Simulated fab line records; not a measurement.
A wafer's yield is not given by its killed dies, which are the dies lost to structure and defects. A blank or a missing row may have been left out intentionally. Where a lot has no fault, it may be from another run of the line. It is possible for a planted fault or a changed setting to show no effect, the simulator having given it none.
8D (eight disciplines) problem report, filled in by code    flow gf180mcu    the parts of the form that need people (team, actions taken, sign-off) are left out

1. THE PROBLEM
At GF_M5_ETCH_09, rf fwd power W averages 912 W over 9 wafers from 3 lots, while fault-free wafers read 785 W, standard deviation 4.3. That puts it +29 standard deviations away from the usual mean.
The step: etches Si3N4 in CF4/O2, target depth 52 nm, time 11.6 s.
First observed at day 30 10:01: wafer L390.3, on rie diel-02. The record holds 21 wafers of 7 lots with a number at this step. By rule, "out" or "out of limits" means more than 4 standard deviations away from the usual mean. The rest of the wafers with a number are treated as sound.

2. WHAT IT IS, WHAT IT ISN'T
question                     is                              is not
which readings at this step  rf fwd power W, oes product au  O2_flow_sccm, drypump motor current A
which lots                   L390, L391, L392                L379, L384, L388, L396
which wafers of those lots   all that have a number          -
read on which tools          rie diel-02                     rie diel-03
when                         from day 30 10:01               up to then (9 sound wafers); but 3 sound wafers of L396 came after

3. WHAT RULES OUT EACH SUSPECT
Counting: a tool at a process step up to the reading stays a suspect if it ran every lot that is out and no sound lot after the first of them.
- rie diel-02 at GF_M5_ETCH_09 (etches Si3N4 in CF4/O2, target depth 52 nm, time 11.6 s): kept. All lots that are out passed through it, beginning with L390 at day 30 10:01, and no sound lot followed; its final sound lot before that point was L384 at day 28 19:42. Its own oes product au, rf fwd power W readings are out on those wafers.
Left after counting: rie diel-02 at GF_M5_ETCH_09.

4. THE CAUSE (what the simulator had put in)
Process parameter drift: rie diel-02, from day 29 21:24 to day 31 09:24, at GF_M5_ETCH_09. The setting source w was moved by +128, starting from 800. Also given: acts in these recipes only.
The count eliminated every tool but this one.

5. THE EFFECT CHAIN, in route order
Each row: a reading whose mean over the struck wafers that have a number lies more than 3 standard deviations from the usual. Only readings whose record carries a usual standard deviation are examined. hours: median over the lots of the time between each lot's start at the first step of this table that gives one and its start at this step. sigmas: the change, counted in usual standard deviations.
hours  step           reading             usual       on struck wafers  change  sigmas
0      GF_M5_ETCH_09  oes product au      1.003 a.u.  1.090             +0.087  +11
0      GF_M5_ETCH_09  rf fwd power W      785 W       912               +127    +29
0      GF_M5_ETCH_09  throttle valve pct  5.971 %     5.997             +0.026  +3.0
The process steps in it:
- GF_M5_ETCH_09: etches Si3N4 in CF4/O2, target depth 52 nm, time 11.6 s.

6. WHAT WOULD HAVE CAUGHT IT SOONER
In this record the first reading out of limits was taken at day 30 10:01, 13 hours after the fault began at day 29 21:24.
